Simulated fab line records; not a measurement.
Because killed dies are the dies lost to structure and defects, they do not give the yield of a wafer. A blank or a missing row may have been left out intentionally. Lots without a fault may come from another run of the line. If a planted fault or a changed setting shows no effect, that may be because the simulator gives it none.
A struck lot beside a sound one | flow sky130 | 22 out of 708 route steps
Sound: these wafers, L864.1, L864.5, L864.6. Struck: wafers L879.1, L879.5, L879.6. The cause is given at the end.
Order at every step that has rows: each side's tool, ch and its chambers, its first start. Under that, the readings that differ: sound wafers | struck wafers | difference of the means | sigmas: that difference in standard deviations of wafers without a fault.
alike: readings whose means differ by less than 2 such deviations, and words and numbers that are the same on both sides. not compared: withheld readings, readings that some wafer has no value for, bounds like >300 that may hide the same value, and numbers for which the record gives no deviation and whose values overlap.
The two part at a step that has a row with sigmas, a row that says differs or no value, or rows on one side only. When numbers do not overlap yet have no deviation, they are printed without sigmas and do not part them. Lack of a reading on every wafer of one side parts them only where that side has two or more wafers.

first, 1 step without rows for these wafers: SKY_CAPM_DEVELOP_11 (develop time 60 s).
SKY_CAPM_OVL_MEAS_12:
  struck on overlay-02, day 42 07:04; sound on overlay-02, day 37 17:51
  alike: CAPM_OVL
SKY_CAPM_METAL_ETCH_13: etches TiN in Cl2/BCl3, stops on SiO2, target depth 220 nm, time 62.9 s.
  sound on rie metal-02 ch 0,1, day 37 17:53; struck on rie metal-01 ch 0,1, day 42 07:05
  alike: drypump motor current A, oes product au, throttle valve pct
  not compared: rf hours counter h
SKY_CAPM_STRIP_14: strips in O2/N2.
  sound on plasma asher-04 ch 0,1, day 37 17:58; struck on plasma asher-01 ch 0,1, day 42 07:10
  alike: drypump motor current A, oes product au, strip time to endpoint s
  not compared: rf hours counter h
then, 8 steps without rows for these wafers: SKY_CAPM_STRIP_15 (strips in post etch residue remover, time 1200 s); SKY_CAPM_CLEAN_16 (cleans in IPA, time 180 s); SKY_CAPM_CLEAN_17 (cleans in O3/DIW); SKY_METAL3_DEHYDRATE_05 (time 60 s); SKY_METAL3_HMDS_06 (prime time 60 s); SKY_METAL3_COAT_07 (resist thk 60 nm); SKY_METAL3_COAT_08 (resist thk 1140 nm); SKY_METAL3_SOFTBAKE_09 (time 90 s).
SKY_METAL3_EXPOSE_10: exposes mask MM3, target cd 300 nm.
  sound on krf scanner-02 ch 0, day 38 07:31; struck on krf scanner-02 ch 0, day 42 19:18
  reading              | sound             | struck            | difference | sigmas
  exposure dose mJ cm2 | 27.96 27.98 27.97 | 19.74 19.69 19.66 | -8.27      | -99 or more
  alike: mask
then, 2 steps without rows for these wafers: SKY_METAL3_PEB_11; SKY_METAL3_DEVELOP_12 (develop time 60 s).
SKY_METAL3_CD_MEAS_13 targets a cd of 300 nm.
  struck on cd sem-01, day 43 07:53; sound on cd sem-01, day 38 20:00
  reading    | sound             | struck            | difference | sigmas
  cd nm (nm) | 297.5 299.1 299.1 | 359.9 360.5 360.0 | +61.6      | +41
  not compared: hold
SKY_METAL3_OVL_MEAS_14:
  struck on overlay-02, day 43 15:19; sound on overlay-02, day 38 20:07
  reading | sound | struck                                                                     | difference                   | sigmas
  hold    | - - - | await dispo/7.3h/release await dispo/7.3h/release await dispo/7.3h/release | no value on the sound wafers |
  alike: METAL3_OVL
SKY_METAL3_DESCUM_15: chemistry O2, time 8 s.
  sound on rie metal-04 ch 0,1, day 38 20:10; struck on rie metal-04 ch 0,1, day 43 15:20
  reading                 | sound             | struck          | difference | sigmas
  model.METAL3.cd nm (nm) | 296.6 298.5 298.7 | 359.2 360 359.7 | +61.7      |
  alike: drypump motor current A, oes product au, temp c
  not compared: rf hours counter h
SKY_METAL3_ETCH_16: etches BARC in N2/H2, stops on SiO2, time 88.2 s, target depth 60 nm.
  sound on rie metal-04 ch 0,1, day 38 20:11; struck on rie metal-04 ch 0,1, day 43 15:23
  alike: drypump motor current A, oes product au, throttle valve pct
  not compared: rf hours counter h
SKY_METAL3_ETCH_17: etches SiO2 in C4F8/O2/Ar, stops on TiN, time 3.9 s, target depth 15 nm.
  sound on rie diel-02 ch 0,1, day 38 20:17; struck on rie diel-04 ch 1,2, day 43 15:28
  alike: oes product au
  not compared: rf hours counter h
SKY_METAL3_METAL_ETCH_18: etches the open film in Cl2/BCl3, stops on SiO2, target depth 845 nm, time 183.1 s.
  sound on rie metal-02 ch 0,1, day 38 20:19; struck on rie metal-02 ch 0,1, day 43 15:29
  reading                 | sound             | struck            | difference | sigmas
  model.METAL3.cd nm (nm) | 297.8 295.6 300.5 | 359.1 364.8 361.6 | +63.9      |
  alike: drypump motor current A, oes product au, throttle valve pct
  not compared: rf hours counter h
SKY_METAL3_STRIP_19: strips in O2/N2.
  sound on plasma asher-01 ch 0,1, day 38 20:29; struck on plasma asher-03 ch 0,1, day 43 15:40
  alike: drypump motor current A, oes product au, strip time to endpoint s
  not compared: rf hours counter h

== WHERE THEY PART ==
Earliest at SKY_METAL3_EXPOSE_10; latest, in this record, at SKY_METAL3_OVL_MEAS_14. Later steps at which nothing parts them and some readings are alike: SKY_METAL3_DESCUM_15, SKY_METAL3_ETCH_16, SKY_METAL3_ETCH_17, SKY_METAL3_METAL_ETCH_18, SKY_METAL3_STRIP_19.

WHY: what the simulator had put in
Process parameters drifting: krf scanner-02 at SKY_METAL3_EXPOSE_10, beginning at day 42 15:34. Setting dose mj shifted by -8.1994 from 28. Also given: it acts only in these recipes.
